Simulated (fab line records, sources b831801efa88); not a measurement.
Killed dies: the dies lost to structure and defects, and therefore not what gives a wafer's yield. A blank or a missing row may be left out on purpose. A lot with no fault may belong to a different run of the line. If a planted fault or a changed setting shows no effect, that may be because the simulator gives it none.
Which tool was responsible? / flow sky130 / 14 lots with 42 wafers sampled at 5 steps, on a route of 708 steps

## WHAT THE GAUGES READ, wafer by wafer
SKY_RES_XHIGH_TW_MEAS_09. Usual: RES_XHIGH_TW typically reads 1640, with standard deviation 8.6.
lot=L853; measured=day 26 22:44; on=film-metro-03; RES_XHIGH_TW=1626 1645 1626; flag=
lot=L852; measured=day 26 23:20; on=film-metro-02; RES_XHIGH_TW=1645 1640 1643; flag=
lot=L854; measured=day 27 12:12; on=film-metro-01; RES_XHIGH_TW=1646 1645 1650; flag=
lot=L855; measured=day 27 17:47; on=film-metro-01; RES_XHIGH_TW=1651 1653 1648; flag=
lot=L856; measured=day 29 02:04; on=film-metro-02; RES_XHIGH_TW=1654 1641 1640; flag=
lot=L858; measured=day 29 06:07; on=film-metro-01; RES_XHIGH_TW=1639 1650 1638; flag=
lot=L860; measured=day 29 12:29; on=film-metro-02; RES_XHIGH_TW=1641 1647 1636; flag=
lot=L861; measured=day 29 22:59; on=film-metro-03; RES_XHIGH_TW=1634 1628 1633; flag=
lot=L862; measured=day 30 07:22; on=film-metro-03; RES_XHIGH_TW=1636 1629 1631; flag=
lot=L863; measured=day 30 12:35; on=film-metro-02; RES_XHIGH_TW=1656 1637 1636; flag=
lot=L864; measured=day 30 22:34; on=film-metro-03; RES_XHIGH_TW=1630 1629 1632; flag=
lot=L866; measured=day 31 13:40; on=film-metro-02; RES_XHIGH_TW=1634 1639 1631; flag=
lot=L872; measured=day 33 13:29; on=film-metro-03; RES_XHIGH_TW=30 30 30; flag=OFF
lot=L871; measured=day 33 14:08; on=film-metro-01; RES_XHIGH_TW=30 30 31; flag=OFF

SKY_CONTACT_OVL_MEAS_15. Usual: CONTACT_OVL typically reads -4 nm, with standard deviation 5.
lot=L853; measured=day 31 19:04; on=overlay-01; CONTACT_OVL (nm)=1 -3 -4; flag=
lot=L852; measured=day 31 20:35; on=overlay-02; CONTACT_OVL (nm)=-9 -8 -11; flag=
lot=L854; measured=day 32 09:29; on=overlay-01; CONTACT_OVL (nm)=-9 -4 -9; flag=
lot=L855; measured=day 32 15:16; on=overlay-01; CONTACT_OVL (nm)=-1 5 -2; flag=
lot=L856; measured=day 33 20:47; on=overlay-02; CONTACT_OVL (nm)=0 3 4; flag=
lot=L858; measured=day 34 01:35; on=overlay-01; CONTACT_OVL (nm)=-2 -6 -2; flag=
lot=L860; measured=day 34 06:05; on=overlay-02; CONTACT_OVL (nm)=-8 -8 -4; flag=
lot=L861; measured=day 34 15:38; on=overlay-02; CONTACT_OVL (nm)=-9 -6 -7; flag=
lot=L862; measured=day 34 23:44; on=overlay-01; CONTACT_OVL (nm)=-8 5 -2; flag=
lot=L863; measured=day 35 07:10; on=overlay-01; CONTACT_OVL (nm)=-15 -14 -13; flag=
lot=L864; measured=day 35 16:13; on=overlay-01; CONTACT_OVL (nm)=-4 -4 -3; flag=
lot=L866; measured=day 36 06:23; on=overlay-02; CONTACT_OVL (nm)=-10 -9 -13; flag=
lot=L872; measured=day 38 01:55; on=overlay-02; CONTACT_OVL (nm)=-5 -7 -1; flag=
lot=L871; measured=day 38 03:13; on=overlay-02; CONTACT_OVL (nm)=-2 -1 2; flag=

SKY_VIA1_CD_MEAS_12: target cd 150 nm. Usual: cd-nm 150.4 nm, standard deviation 1.9.
lot=L853; measured=day 34 03:34; on=cd-sem-02; cd-nm (nm)=153.9 152.5 154.1; flag=
lot=L852; measured=day 34 05:38; on=cd-sem-02; cd-nm (nm)=146.3 148.2 146.0; flag=
lot=L854; measured=day 34 17:57; on=cd-sem-02; cd-nm (nm)=150.5 149.4 150.7; flag=
lot=L855; measured=day 34 23:30; on=cd-sem-02; cd-nm (nm)=147.7 150.2 149.2; flag=
lot=L856; measured=day 36 05:13; on=cd-sem-01; cd-nm (nm)=151.9 151.4 152.3; flag=
lot=L858; measured=day 36 09:03; on=cd-sem-02; cd-nm (nm)=150.9 151.3 151.7; flag=
lot=L860; measured=day 36 14:15; on=cd-sem-01; cd-nm (nm)=149.0 150.1 148.7; flag=
lot=L861; measured=day 36 23:13; on=cd-sem-02; cd-nm (nm)=152.9 152.5 151.8; flag=
lot=L862; measured=day 37 07:02; on=cd-sem-01; cd-nm (nm)=152.2 154.0 152.3; flag=
lot=L863; measured=day 37 13:42; on=cd-sem-02; cd-nm (nm)=149.8 148.7 148.3; flag=
lot=L864; measured=day 37 21:27; on=cd-sem-01; cd-nm (nm)=150.2 150.6 151.4; flag=
lot=L866; measured=day 38 13:29; on=cd-sem-02; cd-nm (nm)=151.6 151.2 151.6; flag=
lot=L872; measured=day 40 07:05; on=cd-sem-02; cd-nm (nm)=149.0 150.2 149.7; flag=
lot=L871; measured=day 40 08:00; on=cd-sem-02; cd-nm (nm)=153.9 152.2 153.6; flag=

## WHICH TOOL RAN EACH LOT (tool, then ch and the chambers of the sampled wafers, then the start)
lot=L853; SKY_RES_XHIGH_DEVELOP_06=litho-track-02 ch 0, day 26 22:22; SKY_CONTACT_STRIP_19=plasma-asher-02 ch 0,1, day 31 19:13
lot=L852; SKY_RES_XHIGH_DEVELOP_06=litho-track-02 ch 0, day 26 22:56; SKY_CONTACT_STRIP_19=plasma-asher-03 ch 0,1, day 31 20:46
lot=L854; SKY_RES_XHIGH_DEVELOP_06=litho-track-03 ch 0, day 27 11:48; SKY_CONTACT_STRIP_19=plasma-asher-01 ch 0,1, day 32 09:40
lot=L855; SKY_RES_XHIGH_DEVELOP_06=litho-track-02 ch 0, day 27 17:23; SKY_CONTACT_STRIP_19=plasma-asher-02 ch 1, day 32 15:25
lot=L856; SKY_RES_XHIGH_DEVELOP_06=litho-track-03 ch 0, day 29 01:41; SKY_CONTACT_STRIP_19=plasma-asher-02 ch 0,1, day 33 20:56
lot=L858; SKY_RES_XHIGH_DEVELOP_06=litho-track-01 ch 0, day 29 05:43; SKY_CONTACT_STRIP_19=plasma-asher-03 ch 1, day 34 01:46
lot=L860; SKY_RES_XHIGH_DEVELOP_06=litho-track-01 ch 0, day 29 12:06; SKY_CONTACT_STRIP_19=plasma-asher-03 ch 0,1, day 34 06:14
lot=L861; SKY_RES_XHIGH_DEVELOP_06=litho-track-02 ch 0, day 29 22:37; SKY_CONTACT_STRIP_19=plasma-asher-03 ch 0,1, day 34 15:47
lot=L862; SKY_RES_XHIGH_DEVELOP_06=litho-track-01 ch 0, day 30 06:58; SKY_CONTACT_STRIP_19=plasma-asher-02 ch 0,1, day 34 23:55
lot=L863; SKY_RES_XHIGH_DEVELOP_06=litho-track-02 ch 0, day 30 12:11; SKY_CONTACT_STRIP_19=plasma-asher-03 ch 0,1, day 35 07:25
lot=L864; SKY_RES_XHIGH_DEVELOP_06=litho-track-01 ch 0, day 30 22:10; SKY_CONTACT_STRIP_19=plasma-asher-03 ch 0,1, day 35 16:23
lot=L866; SKY_RES_XHIGH_DEVELOP_06=litho-track-03 ch 0, day 31 13:17; SKY_CONTACT_STRIP_19=plasma-asher-02 ch 0,1, day 36 06:32
lot=L872; SKY_RES_XHIGH_DEVELOP_06=litho-track-02 ch 0, day 33 13:05; SKY_CONTACT_STRIP_19=plasma-asher-03 ch 0,1, day 38 02:04
lot=L871; SKY_RES_XHIGH_DEVELOP_06=litho-track-02 ch 0, day 33 13:44; SKY_CONTACT_STRIP_19=plasma-asher-03 ch 0,1, day 38 03:23
- SKY_RES_XHIGH_DEVELOP_06: develop time 60 s.
- SKY_CONTACT_STRIP_19: strips in O2/N2.

## AS READ BY THE TOOLS THEMSELVES (means over the sampled wafers that have a number; for cases with no such wafer, the mark the record gives instead)
SKY_CONTACT_STRIP_19. Usual: drypump-motor-current-A 5.5 A, standard deviation 0.44; oes-product-au 0.380 a.u., standard deviation 0.0047; strip-time-to-endpoint-s 3.608 s, standard deviation 0.023.
lot=L853; tool=plasma-asher-02; drypump-motor-current-A (A)=5.4; oes-product-au (a.u.)=0.385; strip-time-to-endpoint-s (s)=3.609; flag=
lot=L852; tool=plasma-asher-03; drypump-motor-current-A (A)=5.2; oes-product-au (a.u.)=0.383; strip-time-to-endpoint-s (s)=3.647; flag=
lot=L854; tool=plasma-asher-01; drypump-motor-current-A (A)=6.2; oes-product-au (a.u.)=0.378; strip-time-to-endpoint-s (s)=3.615; flag=
lot=L855; tool=plasma-asher-02; drypump-motor-current-A (A)=5.4; oes-product-au (a.u.)=0.381; strip-time-to-endpoint-s (s)=3.598; flag=
lot=L856; tool=plasma-asher-02; drypump-motor-current-A (A)=5.4; oes-product-au (a.u.)=0.381; strip-time-to-endpoint-s (s)=3.644; flag=
lot=L858; tool=plasma-asher-03; drypump-motor-current-A (A)=5.9; oes-product-au (a.u.)=0.377; strip-time-to-endpoint-s (s)=3.606; flag=
lot=L860; tool=plasma-asher-03; drypump-motor-current-A (A)=5.6; oes-product-au (a.u.)=0.381; strip-time-to-endpoint-s (s)=3.595; flag=
lot=L861; tool=plasma-asher-03; drypump-motor-current-A (A)=5.2; oes-product-au (a.u.)=0.382; strip-time-to-endpoint-s (s)=3.615; flag=
lot=L862; tool=plasma-asher-02; drypump-motor-current-A (A)=5.5; oes-product-au (a.u.)=0.380; strip-time-to-endpoint-s (s)=3.581; flag=
lot=L863; tool=plasma-asher-03; drypump-motor-current-A (A)=5.2; oes-product-au (a.u.)=0.381; strip-time-to-endpoint-s (s)=3.605; flag=
lot=L864; tool=plasma-asher-03; drypump-motor-current-A (A)=5.6; oes-product-au (a.u.)=0.379; strip-time-to-endpoint-s (s)=3.607; flag=
lot=L866; tool=plasma-asher-02; drypump-motor-current-A (A)=5.4; oes-product-au (a.u.)=0.377; strip-time-to-endpoint-s (s)=3.618; flag=
lot=L872; tool=plasma-asher-03; drypump-motor-current-A (A)=5.6; oes-product-au (a.u.)=0.381; strip-time-to-endpoint-s (s)=3.610; flag=
lot=L871; tool=plasma-asher-03; drypump-motor-current-A (A)=5.6; oes-product-au (a.u.)=0.380; strip-time-to-endpoint-s (s)=3.607; flag=

## THE ANSWER, worked out from the rows above alone
Rule: take the mean of a lot's wafers that have a number; if it is more than 3 standard deviations from the usual mean, the lot is off. A lot without any number at a reading at which 4 lots or more have one is off too. All remaining lots with rows at the step are treated as sound. After the gauges, taken in route order, come the tools' own readings; for these a lot's mean is taken, as printed above. The first step at which some lot is off is used, and at that step the reading that is off furthest; a lot without a number counts as furthest.
Off: L872, L871, at SKY_RES_XHIGH_TW_MEAS_09 (RES_XHIGH_TW).
A tool fits if, at a process step before that reading, it ran every lot that is off, and no sound lot after the first of them. Those tools and the gauges at SKY_RES_XHIGH_TW_MEAS_09 are tried in the same way. One fits: SKY_RES_XHIGH_DEVELOP_06 on litho-track-02. A fault onset in the window from L863 (day 30 12:11, its last sound lot) to L872 (day 33 13:05, its first lot off) fits.

## WHAT THE SIMULATOR HAD INSERTED
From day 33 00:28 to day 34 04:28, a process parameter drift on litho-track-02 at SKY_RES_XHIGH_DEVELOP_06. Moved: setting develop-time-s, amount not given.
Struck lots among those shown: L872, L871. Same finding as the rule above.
